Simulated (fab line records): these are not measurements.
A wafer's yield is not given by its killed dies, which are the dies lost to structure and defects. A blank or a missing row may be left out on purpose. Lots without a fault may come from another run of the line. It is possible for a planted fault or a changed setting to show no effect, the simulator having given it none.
What tool caused it? ; flow gf180mcu ; 36 wafers from 12 lots sampled at 2 of the route's 602 steps

== WHAT THE GAUGES READ, wafer by wafer ==
GF_VT_IMPLANT_TW_MEAS_21.
lot;measured;on;VT_IMPLANT_2_TW
L155;day 6 05:37;filmMetro-03;1226 1224 1227
L156;day 6 12:23;filmMetro-02;1201 1208 1202
L157;day 6 18:58;filmMetro-02;1199 1204 1204
L160;day 7 13:44;filmMetro-03;1237 1240 1238
L164;day 8 15:08;filmMetro-03;1224 1231 1225
L165;day 8 21:29;filmMetro-03;1232 1235 1233
L166;day 9 01:14;filmMetro-03;1232 1229 1234
L168;day 9 16:36;filmMetro-03;1237 1239 1237
L169;day 9 22:58;filmMetro-02;1205 1206 1202
L170;day 10 06:47;filmMetro-04;1210 1206 1213
L171;day 10 12:15;filmMetro-02;1203 1205 1208
L175;day 11 10:46;filmMetro-03;1233 1237 1244

== EACH LOT AND THE TOOL THAT RAN IT (in order: tool; ch and the chambers of the sampled wafers; start) ==
lot;GF_DNWELL_STRIP_08
L155;plasmaAsher-02 ch 0,1, day 2 19:13
L156;plasmaAsher-02 ch 0,1, day 2 23:47
L157;plasmaAsher-04 ch 0,1, day 3 05:02
L160;plasmaAsher-02 ch 0,1, day 3 21:14
L164;plasmaAsher-02 ch 0,1, day 4 18:31
L165;plasmaAsher-02 ch 0,1, day 4 23:08
L166;plasmaAsher-04 ch 0,1, day 5 03:41
L168;plasmaAsher-01 ch 0,1, day 5 18:01
L169;plasmaAsher-02 ch 0, day 5 23:08
L170;plasmaAsher-04 ch 0,1, day 6 05:11
L171;plasmaAsher-02 ch 0,1, day 6 11:13
L175;plasmaAsher-01 ch 0,1, day 7 06:29
- GF_DNWELL_STRIP_08: strips in O2/N2.

== AS READ BY THE TOOLS THEMSELVES (means over the sampled wafers that have a number; for cases with no such wafer, the mark the record gives instead) ==
GF_DNWELL_STRIP_08.
lot;tool;drypumpMotorCurrentA (A);heaterPowerW (W);oesProductAu (a.u.);stripTimeToEndpointS (s)
L155;plasmaAsher-02;5.33;346;0.720;37.48
L156;plasmaAsher-02;5.33;338;0.719;37.27
L157;plasmaAsher-04;5.61;348;0.725;37.44
L160;plasmaAsher-02;5.25;336;0.721;37.37
L164;plasmaAsher-02;5.32;347;0.720;37.27
L165;plasmaAsher-02;5.26;332;0.724;37.57
L166;plasmaAsher-04;5.50;327;0.725;37.41
L168;plasmaAsher-01;5.66;353;0.721;37.56
L169;plasmaAsher-02;5.14;328;0.720;37.37
L170;plasmaAsher-04;5.57;342;0.722;37.38
L171;plasmaAsher-02;5.25;338;0.724;37.54
L175;plasmaAsher-01;5.67;357;0.723;37.48

== THE ANSWER, worked out from the rows above alone ==
Rule: the usual values come from the lots themselves. The widest of any qualifying gaps counts: lots, ordered by their means at a reading, are off when they make up no more than a third of the lots, leave a main group of 4 or more, and stand apart from it by 3 or more times the standard deviation of that group's means. If all means in a main group match to the digits the tables above print for the reading, that group is not used. A lot without any number at a reading at which 4 lots or more have one is off too. Any other lot the step has rows for is counted as sound. The gauges are gone through in route order, then the tools' own readings, and for those a lot's mean is taken as printed above. The first step at which some lot is off is used, and at that step the reading that is off furthest; a lot without a number counts as furthest.
No lot is off on any of the readings shown, so nothing can be concluded from this.

== WHAT THE SIMULATOR HAD PUT IN ==
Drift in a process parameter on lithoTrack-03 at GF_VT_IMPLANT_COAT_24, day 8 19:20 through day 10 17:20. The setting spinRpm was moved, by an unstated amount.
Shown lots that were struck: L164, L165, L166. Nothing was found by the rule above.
